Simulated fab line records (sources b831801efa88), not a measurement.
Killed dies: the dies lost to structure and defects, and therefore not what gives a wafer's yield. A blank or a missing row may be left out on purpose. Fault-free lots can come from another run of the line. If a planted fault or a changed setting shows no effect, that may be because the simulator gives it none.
A lot that was struck, set against a sound lot ; flow gf180mcu ; 14 steps out of a route of 602
Sound: these wafers, L780.3, L780.4, L780.5. Wafers struck: L782.1, L782.5, L782.6. The cause is named last.
Order at every step that has rows: each side's tool, ch and its chambers, its first start. Under that, the readings that differ: sound wafers ; struck wafers ; difference of the means ; sigmas: that difference in standard deviations of wafers without a fault.
alike: readings with means less than 2 such deviations apart, plus words and numbers identical on both sides. not compared: withheld readings, readings lacking a value on some wafer, bounds such as >300 that could conceal the same value, and numbers that have no deviation in the record and whose values overlap.
Wherever a step has rows on one side only, a row that says differs or no value, or a row with sigmas, the two part there. Numbers that have no deviation but don't overlap get no sigmas and don't part them. A reading missing from all wafers of one side parts the sides only when that side holds two or more wafers.

first, 6 steps without rows for these wafers: GF_POLY_GATE_COAT_04; GF_POLY_GATE_COAT_05 (resist thk 700 nm); GF_POLY_GATE_SOFTBAKE_06 (time 60 s); GF_POLY_GATE_EXPOSE_07 (exposes mask Poly2, target cd 280 nm); GF_POLY_GATE_PEB_08 (peb time 90 s); GF_POLY_GATE_DEVELOP_09 (develop time 60 s).
GF_POLY_GATE_CD_MEAS_10 targets a cd of 280 nm.
  sound on cd-sem-02, day 13 19:07; struck on cd-sem-02, day 14 03:55
  alike: cd-nm
GF_POLY_GATE_OVL_MEAS_11:
  sound on overlay-01, day 13 19:13; struck on overlay-02, day 14 04:02
  alike: POLY_GATE_OVL
GF_POLY_GATE_ETCH_12: etches BARC in N2/H2.
  sound on rie-diel-02 ch 2,3, day 13 19:14; struck on rie-diel-01 ch 0,1,2, day 14 04:04
  alike: drypump-motor-current-A, n2-flow-sccm, oes-product-au, throttle-valve-pct
GF_POLY_GATE_ETCH_13: etches poly-Si in HBr/Cl2, stops on SiO2, target depth 198.5 nm, time 69.6 s.
  sound on rie-si-02 ch 1,2, day 13 19:17; struck on rie-si-02 ch 0,1,3, day 14 04:07
  alike: drypump-motor-current-A, oes-product-au, throttle-valve-pct
  not compared: rf-hours-counter-h
GF_POLY_GATE_STRIP_14: strips in O2/N2.
  sound on plasma-asher-01 ch 0,1, day 13 19:23; struck on plasma-asher-04 ch 0,1, day 14 04:10
  alike: drypump-motor-current-A, heater-power-w, n2-flow-sccm, oes-product-au
  not compared: rf-hours-counter-h
then, 1 step without rows for these wafers: GF_POLY_GATE_CLEAN_15 (cleans in SC1/SC2, time 150 s).
GF_POLY_GATE_OXIDATION_16: stabilise 600 s, purge 300 s, target thk 4 nm.
  struck on furnace-01, day 14 04:23; sound on furnace-01 ch 0, day 13 19:30
  no value came back on the struck wafers for ox-temp-c (C), ox-temp-c-max, spike-tc-bottom-C (C); on the sound wafers ox-temp-c (C) reads 849.8 849.7 850.2
GF_POLY_GATE_CD_MEAS_18:
  sound on cd-sem-02, day 13 20:52; struck on cd-sem-02, day 14 08:47
reading;sound;struck;difference;sigmas
hold;- - -;await-dispo/2.8h/release await-dispo/2.8h/release await-dispo/2.8h/release;no value on the sound wafers;
  alike: cd-nm

== WHERE THEY PART ==
At GF_POLY_GATE_OXIDATION_16 first; at GF_POLY_GATE_CD_MEAS_18 last (within this record only).

WHY: the cause the simulator had injected
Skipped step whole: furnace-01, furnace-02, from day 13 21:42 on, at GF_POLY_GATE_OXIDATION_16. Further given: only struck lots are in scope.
